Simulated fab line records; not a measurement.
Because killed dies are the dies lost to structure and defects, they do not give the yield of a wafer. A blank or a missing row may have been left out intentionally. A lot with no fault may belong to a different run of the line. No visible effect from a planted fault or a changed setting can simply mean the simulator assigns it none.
Problem report in the 8D (eight disciplines) form, filled by code + flow sky130 + the parts of the form that need people (team, actions taken, sign-off) are left out

== 1. THE ISSUE ==
Wafers without a fault read 313 s with a standard deviation of 3, while run-length-s at SKY_FIELD_ISO_WET_ETCH_18 averages 668 s across 3 wafers of 1 lot. So: +99 or more standard deviations from the usual mean.
The step: etches Si3N4 in H3PO4, target depth 25 nm, time 286 s.
Earliest sighting: wafer L291.2 on wet-bench-01 at day 6 02:01. At this step, 15 wafers from 5 lots have a number in the record. Rule for "out" (also "out of limits"): further than 4 standard deviations from the usual mean. The other wafers with a number count as sound.

== 2. WHAT IT IS AND WHAT IT IS NOT ==
| question                    | is                     | is not                                                                         |
|-----------------------------|------------------------|--------------------------------------------------------------------------------|
| which readings at this step | run-length-s           | -                                                                              |
| which lots                  | L291                   | L279, L293, L294, L296                                                         |
| which wafers of those lots  | all that have a number | -                                                                              |
| read on which tools         | wet-bench-01           | wet-bench-02, wet-bench-03                                                     |
| when                        | from day 6 02:01       | up to then (3 sound wafers); but 9 sound wafers of L293, L294, L296 came after |

== 3. SUSPECTS, AND WHAT RULES EACH OUT ==
Counting: a tool at any process step up to the reading remains a suspect when it ran all the lots that are out and ran no sound lot after the first of those.
- rie-diel-03 at SKY_FIELD_ISO_ETCH_14 (etches BARC in N2/H2, stops on SiO2, time 45.9 s, target depth 60 nm): kept. It ran the lot that is out, L291 (day 6 01:45), and no sound lot after that; its last sound lot up to then is L279 (day 3 11:40).
- rie-diel-03 at SKY_FIELD_ISO_ETCH_15 (etches the open film in CHF3/O2, stops on Si, target depth 180 nm, time 72 s): kept. It ran the lot that is out, L291 (day 6 01:47), and no sound lot after that; its last sound lot up to then is L279 (day 3 11:42).
- plasma-asher-03 at SKY_FIELD_ISO_STRIP_16 (strips in O2/N2): ruled out as a lasting fault. After its first lot that is out, L291 (day 6 01:51), sound lots L294, L296 ran on it.
- rie-si-02 at SKY_FIELD_ISO_ETCH_17 (etches Si in HBr/Cl2/O2, target depth 342 nm, time 97.7 s): ruled out as a lasting fault. After its first lot that is out, L291 (day 6 01:57), sound lots L293, L296 ran on it.
- wet-bench-01 at SKY_FIELD_ISO_WET_ETCH_18 (etches Si3N4 in H3PO4, target depth 25 nm, time 286 s): ruled out as a lasting fault. After its first lot that is out, L291 (day 6 02:01), sound lots L293 ran on it.
The count leaves rie-diel-03 at SKY_FIELD_ISO_ETCH_15 and rie-diel-03 at SKY_FIELD_ISO_ETCH_14.

== 4. THE CAUSE (what the simulator had put in) ==
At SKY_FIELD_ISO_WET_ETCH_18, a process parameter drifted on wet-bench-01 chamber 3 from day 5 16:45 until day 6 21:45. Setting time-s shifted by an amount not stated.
Counting ruled it out, wrongly.

== 5. THE CHAIN OF EFFECTS, in route order ==
One row per reading whose mean, taken over the struck wafers that have a number, lies over 3 standard deviations from the usual. Scope: only readings with a usual standard deviation given in the record; hours: median across lots of the time from each lot's start at the first step in this table that gives one to its start at this step; sigmas: change in usual standard deviations.
| hours | step                      | reading      | usual | on struck wafers | change | sigmas      |
|-------|---------------------------|--------------|-------|------------------|--------|-------------|
| 0     | SKY_FIELD_ISO_WET_ETCH_18 | run-length-s | 313 s | 668              | +355   | +99 or more |
Here are the process steps it includes:
- SKY_FIELD_ISO_WET_ETCH_18: etches Si3N4 in H3PO4, target depth 25 nm, time 286 s.
At these later measuring or inspecting steps, every struck wafer for which the step has a row has a number for every such reading, and none has moved that far: SKY_FIELD_ISO_THK_MEAS_23, SKY_FIELD_ISO_THK_MEAS_25.

== 6. HOW IT WOULD HAVE BEEN CAUGHT EARLIER ==
In this record the first reading out of limits was taken at day 6 02:01, 9 hours after the fault began at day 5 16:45.
